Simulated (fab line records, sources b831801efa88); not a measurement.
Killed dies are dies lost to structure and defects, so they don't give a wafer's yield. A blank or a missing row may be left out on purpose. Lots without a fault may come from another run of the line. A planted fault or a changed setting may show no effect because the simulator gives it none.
A struck lot beside a sound one | flow sky130 | 35 steps out of a route of 708
Sound: wafers L930.1, L930.5, L930.6. Struck: wafer L940.2. (L940.3, L940.6 of the same lot were not struck and are left out.) The cause comes at the end.
At each step with rows: each side's tool, then ch and its chambers, then its first start. Under that, the readings that differ: sound wafers | struck wafers | difference of the means | sigmas: that difference in standard deviations of wafers without a fault.
alike: readings whose means differ by less than 2 such deviations, and words and numbers that are the same on both sides. not compared: withheld readings, readings that some wafer has no value for, bounds like >300 that may hide the same value, and numbers for which the record gives no deviation and whose values overlap.
The two part at a step that has a row with sigmas, a row that says differs or no value, or rows on one side only. Numbers that don't overlap but have no deviation are shown without sigmas and don't part them. A reading that every wafer of one side lacks parts them only if that side has two wafers or more.

SKY_VIA1_CD_MEAS_12: target cd 150 nm.
  sound on cd_sem-01, day 38 19:22; struck on cd_sem-02, day 39 06:26
  alike: cd_nm
SKY_VIA1_OVL_MEAS_13:
  sound on overlay-01, day 38 19:29; struck on overlay-01, day 39 06:32
  alike: VIA1_OVL
then, 6 steps without rows for these wafers: SKY_VIA1_ETCH_14 (etches BARC in N2/H2, stops on SiO2, time 45.9 s, target depth 60 nm); SKY_VIA1_ETCH_15 (etches SiO2 in C4F8/O2/Ar, stops on TiN, target depth 351 nm, time 54 s); SKY_VIA1_STRIP_16 (strips in O2/N2); SKY_VIA1_STRIP_17 (strips in post etch residue remover, time 1200 s); SKY_VIA1_CLEAN_18 (cleans in IPA, time 180 s); SKY_VIA1_CLEAN_19 (cleans in O3/DIW).
SKY_VIA1_SPUTTER_20: material TiN, target thk 20 nm, time 80 s.
  sound on pvd_sputter-02, day 38 20:13; struck on pvd_sputter-02, day 39 07:15
  alike: throttle_valve_pct
then, 1 step without rows for these wafers: SKY_VIA1_CVD_21 (deposits W, target thk 270 nm, time 80.902 s).
SKY_VIA1_RS_MEAS_22: measures by four-point-probe.
  sound on film_metro-03, day 38 21:43; struck on film_metro-04, day 39 07:25
  alike: VIA1_W_RS
SKY_VIA1_THK_MEAS_23: measures by xrf.
  sound on film_metro-03, day 38 21:50; struck on film_metro-04, day 39 07:32
  alike: VIA1_W_THK
SKY_VIA1_CMP_24: polishes, stops on SiO2, t overpolish 15 s, target thk 0 nm.
  sound on cmp-02 ch 0,1,3, day 38 22:26; struck on cmp-02 ch 2, day 39 07:35
  reading                | sound    | struck | difference | sigmas
  time_to_endpoint_s (s) | 69 71 61 | 31     | -36        | -8
  alike: motor_current_A, overpolish_run_s, platen_rpm
  not compared: model.SiO2_of_VIA1_HDPCVD_00.thk_nm
SKY_METAL2_SPUTTER_00: material Ti, target thk 15 nm, time 10 s.
  sound on pvd_sputter-01, day 38 22:35; struck on pvd_sputter-04, day 39 07:53
  alike: throttle_valve_pct
then, 2 steps without rows for these wafers: SKY_METAL2_SPUTTER_01 (material TiN, target thk 20 nm, time 16.7 s); SKY_METAL2_SPUTTER_02 (material AlCu, target thk 250 nm, time 13.3 s).
SKY_METAL2_SPUTTER_03: material Ti, target thk 5 nm, time 3.3 s.
  sound on pvd_sputter-01, day 38 22:40; struck on pvd_sputter-04, day 39 07:58
  alike: throttle_valve_pct
SKY_METAL2_SPUTTER_04: material TiN, target thk 70 nm, time 58.3 s.
  sound on pvd_sputter-01, day 38 22:41; struck on pvd_sputter-04, day 39 07:59
  alike: throttle_valve_pct
SKY_METAL2_RS_MEAS_05: measures by four-point-probe.
  sound on film_metro-01, day 38 22:44; struck on film_metro-04, day 39 08:02
  alike: METAL2_ALCU_RS
SKY_METAL2_THK_MEAS_06: measures by xrf.
  sound on film_metro-01, day 38 22:51; struck on film_metro-04, day 39 08:09
  reading              | sound       | struck | difference | sigmas
  METAL2_ALCU_THK (nm) | 243 242 242 | 249    | +7         | +2
then, 8 steps without rows for these wafers: SKY_METAL2_DEHYDRATE_07 (time 60 s); SKY_METAL2_HMDS_08 (prime time 60 s); SKY_METAL2_COAT_09 (resist thk 60 nm); SKY_METAL2_COAT_10 (resist thk 450 nm); SKY_METAL2_SOFTBAKE_11 (time 90 s); SKY_METAL2_EXPOSE_12 (exposes mask MM2, target cd 140 nm); SKY_METAL2_PEB_13; SKY_METAL2_DEVELOP_14 (develop time 60 s).
SKY_METAL2_CD_MEAS_15: target cd 140 nm.
  sound on cd_sem-02, day 39 23:06; struck on cd_sem-02, day 40 08:16
  alike: cd_nm
SKY_METAL2_OVL_MEAS_16:
  sound on overlay-02, day 39 23:13; struck on overlay-02, day 40 08:23
  alike: METAL2_OVL
then, 1 step without rows for these wafers: SKY_METAL2_DESCUM_17 (chemistry O2, time 8 s).
SKY_METAL2_ETCH_18: etches BARC in N2/H2, stops on SiO2, time 45.9 s, target depth 60 nm.
  sound on rie_metal-04 ch 0,1, day 39 23:17; struck on rie_metal-03 ch 1, day 40 08:29
  reading               | sound             | struck | difference | sigmas
  oes_product_au (a.u.) | 0.850 0.863 0.860 | 0.848  | -0.010     | -2
  alike: drypump_motor_current_A, h2_flow_sccm, n2_flow_sccm, throttle_valve_pct
  not compared: rf_hours_counter_h
SKY_METAL2_METAL_ETCH_19: etches the open film in Cl2/BCl3, stops on SiO2, target depth 360 nm, time 78 s.
  sound on rie_metal-04 ch 0,1, day 39 23:21; struck on rie_metal-03 ch 1, day 40 08:38
  alike: drypump_motor_current_A, oes_product_au, throttle_valve_pct
  not compared: rf_hours_counter_h, model.SiO2_of_VIA1_HDPCVD_00.thk_nm
then, 1 step without rows for these wafers: SKY_METAL2_STRIP_20 (strips in O2/N2).
-- the record jumps here: 9 days lie between the struck wafers' starts before and after (it left off in module METAL2 and takes up again in module PAD_OPEN, whose first step shown is number 708 of the route) --
SKY_PAD_OPEN_PROBE_99:
  the record has rows for the struck wafers here (prober-01, day 49 20:37) and none for the sound ones

WHERE THEY PART
First at SKY_VIA1_CMP_24; last, within this record, at SKY_PAD_OPEN_PROBE_99.

WHY: what the simulator had put in
Process parameter drift: cmp-02, from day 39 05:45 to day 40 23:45, at SKY_VIA1_CMP_24. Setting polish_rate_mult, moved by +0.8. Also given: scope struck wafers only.
